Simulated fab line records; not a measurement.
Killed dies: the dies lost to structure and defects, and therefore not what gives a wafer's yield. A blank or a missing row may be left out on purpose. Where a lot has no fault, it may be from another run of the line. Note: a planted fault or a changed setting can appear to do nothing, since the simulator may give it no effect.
Which tool did it?	flow sky130	42 wafers from 14 lots sampled at 5 of the route's 708 steps

== WHAT THE GAUGES SHOWED, per wafer ==
SKY_SONOS_ONO_THK_MEAS_05. Usual: for SONOS_ONO_CVD_04_THK the level is 5.76 nm and the standard deviation is 0.11.
lot	measured	on	SONOS_ONO_CVD_04_THK (nm)	flag
L369	day 11 14:47	filmMetro-03	5.75 5.74 5.84	
L370	day 11 21:59	filmMetro-02	5.81 5.90 5.91	
L371	day 12 04:16	filmMetro-02	5.76 5.84 5.70	
L372	day 12 22:58	filmMetro-03	5.87 5.76 5.77	
L376	day 14 06:16	filmMetro-03	5.80 5.81 5.89	
L379	day 14 20:11	filmMetro-02	5.71 5.73 5.69	
L382	day 16 02:29	filmMetro-02	5.79 5.72 5.77	
L384	day 17 07:11	filmMetro-03	5.77 5.78 5.83	
L386	day 17 11:43	filmMetro-02	5.73 5.90 5.75	
L388	day 18 00:17	filmMetro-03	5.66 5.72 5.69	
L390	day 18 18:07	filmMetro-04	5.72 5.60 5.66	
L389	day 18 22:17	filmMetro-02	5.68 5.67 5.79	
L391	day 19 01:08	filmMetro-04	5.74 5.79 5.80	
L392	day 19 07:18	filmMetro-02	5.55 5.48 5.50	

SKY_SONOS_ONO_CD_MEAS_13: the cd target is 410 nm. Usual: cdNm 410.0 nm, standard deviation 2.1.
lot	measured	on	cdNm (nm)	flag
L369	day 12 14:42	cdSem-02	407.5 408.6 408.2	
L370	day 12 22:09	cdSem-01	412.8 411.2 411.9	
L371	day 13 04:18	cdSem-02	412.0 410.6 408.9	
L372	day 13 23:25	cdSem-02	412.1 411.0 412.4	
L376	day 15 08:47	cdSem-01	410.8 410.2 412.3	
L379	day 15 23:20	cdSem-02	409.7 408.4 411.1	
L382	day 17 05:59	cdSem-02	407.8 407.6 406.7	
L384	day 18 10:50	cdSem-01	410.2 409.1 410.6	
L386	day 18 16:13	cdSem-01	407.7 408.2 410.5	
L388	day 19 05:46	cdSem-02	407.3 409.8 410.4	
L390	day 20 00:49	cdSem-01	407.8 409.2 410.0	
L389	day 20 04:31	cdSem-01	405.9 408.6 405.8	
L391	day 20 07:41	cdSem-02	412.0 409.2 411.4	
L392	day 20 14:07	cdSem-02	412.2 412.6 411.2	

SKY_POLY_GATE_THK_MEAS_04. Usual: for POLY_GATE_CVD_03_THK the level is 74.8 nm and the standard deviation is 0.85.
lot	measured	on	POLY_GATE_CVD_03_THK (nm)	flag
L369	day 15 04:02	filmMetro-01	73.9 73.8 73.8	
L370	day 15 09:15	filmMetro-01	76.0 75.8 75.4	
L371	day 15 16:50	filmMetro-02	75.7 75.7 75.2	
L372	day 16 12:49	filmMetro-01	73.1 72.9 72.9	
L376	day 18 08:29	filmMetro-01	74.3 74.1 74.0	
L379	day 19 03:16	filmMetro-01	73.8 73.9 73.8	
L382	day 20 09:19	filmMetro-01	75.4 75.4 75.1	
L384	day 21 12:26	filmMetro-01	74.6 74.5 74.7	
L386	day 21 14:29	filmMetro-01	73.9 73.3 73.7	
L388	day 22 04:04	filmMetro-01	76.6 75.9 76.6	
L390	day 22 20:13	filmMetro-01	75.4 75.0 75.1	
L389	day 23 03:43	filmMetro-02	75.3 75.3 74.7	
L391	day 23 11:58	filmMetro-04	75.9 75.0 75.2	
L392	day 23 11:59	filmMetro-02	75.1 74.3 74.9	

SKY_POLY_GATE_THK_MEAS_21. Usual: for POLY_GATE_OXIDATION_THK the level is 3.96 nm and the standard deviation is 0.072.
lot	measured	on	POLY_GATE_OXIDATION_THK (nm)	flag
L369	day 16 15:17	filmMetro-04	4.00 4.01 4.00	
L370	day 16 18:03	filmMetro-01	6.70 6.69 6.67 6.73 6.69 6.66	OFF
L371	day 17 06:26	filmMetro-02	3.83 3.89 3.92	
L372	day 18 02:00	filmMetro-02	6.33 6.30 6.23 6.30 6.29 6.23	OFF
L376	day 19 18:04	filmMetro-04	3.91 3.98 3.83	
L379	day 20 14:04	filmMetro-01	6.45 6.38 6.31 6.49 6.39 6.32	OFF
L382	day 21 17:48	filmMetro-01	3.99 3.99 3.96	
L384	day 22 20:38	filmMetro-02	3.95 3.93 3.90	
L386	day 22 22:11	filmMetro-01	4.05 3.98 3.99	
L388	day 23 12:26	filmMetro-02	3.98 4.07 3.98	
L390	day 24 04:07	filmMetro-01	3.96 3.95 3.99	
L389	day 24 12:14	filmMetro-02	3.90 3.91 3.88	
L391	day 24 20:12	filmMetro-04	3.98 3.93 4.03	
L392	day 24 20:13	filmMetro-02	4.01 3.95 4.00	

== TOOL THAT RAN EACH LOT (tool first, then ch and the chambers of the sampled wafers, then the start) ==
lot	SKY_POLY_GATE_OXIDATION_20
L369	furnace-01 ch 0, day 16 14:02
L370	furnace-01 ch 0, day 16 14:02
L371	furnace-01 ch 0, day 17 05:11
L372	furnace-02 ch 0, day 17 22:30 and furnace-01 ch 0, day 18 00:45
L376	furnace-02 ch 0, day 19 16:49
L379	furnace-01 ch 0, day 20 11:22 and furnace-02 ch 0, day 20 12:47
L382	furnace-01 ch 0, day 21 16:33
L384	furnace-01 ch 0, day 22 19:22
L386	furnace-01 ch 0, day 22 20:55
L388	furnace-02 ch 0, day 23 11:10
L390	furnace-01 ch 0, day 24 02:52
L389	furnace-02 ch 0, day 24 10:59
L391	furnace-02 ch 0, day 24 18:57
L392	furnace-02 ch 0, day 24 18:57
- SKY_POLY_GATE_OXIDATION_20: stabilise 600 s, purge 300 s, target thk 4 nm.

== AS READ BY THE TOOLS THEMSELVES (means over the sampled wafers that have a number; for cases with no such wafer, the mark the record gives instead) ==
The record holds no such reading with a usual standard deviation.

== THE ANSWER, worked out from the rows above alone ==
Rule: take the mean of a lot's wafers that have a number; if it is more than 3 standard deviations from the usual mean, the lot is off. Also off: a lot with no number at a reading for which 4 or more lots have one. The other lots that the step has rows for count as sound. The gauges are gone through in route order, then the tools' own readings, and for those a lot's mean is taken as printed above. At the first step where some lot is off, the reading lying furthest off is the one used; lots without a number count as furthest.
Off: at SKY_POLY_GATE_THK_MEAS_21 (POLY_GATE_OXIDATION_THK), L370, L372, L379.
If a tool, at a process step before that reading, ran all the lots that are off and no sound lot after the first of them, it fits. The gauges at SKY_POLY_GATE_THK_MEAS_21 are tried like those tools. Of those tried, none fits.

== WHAT THE SIMULATOR HAD PUT IN ==
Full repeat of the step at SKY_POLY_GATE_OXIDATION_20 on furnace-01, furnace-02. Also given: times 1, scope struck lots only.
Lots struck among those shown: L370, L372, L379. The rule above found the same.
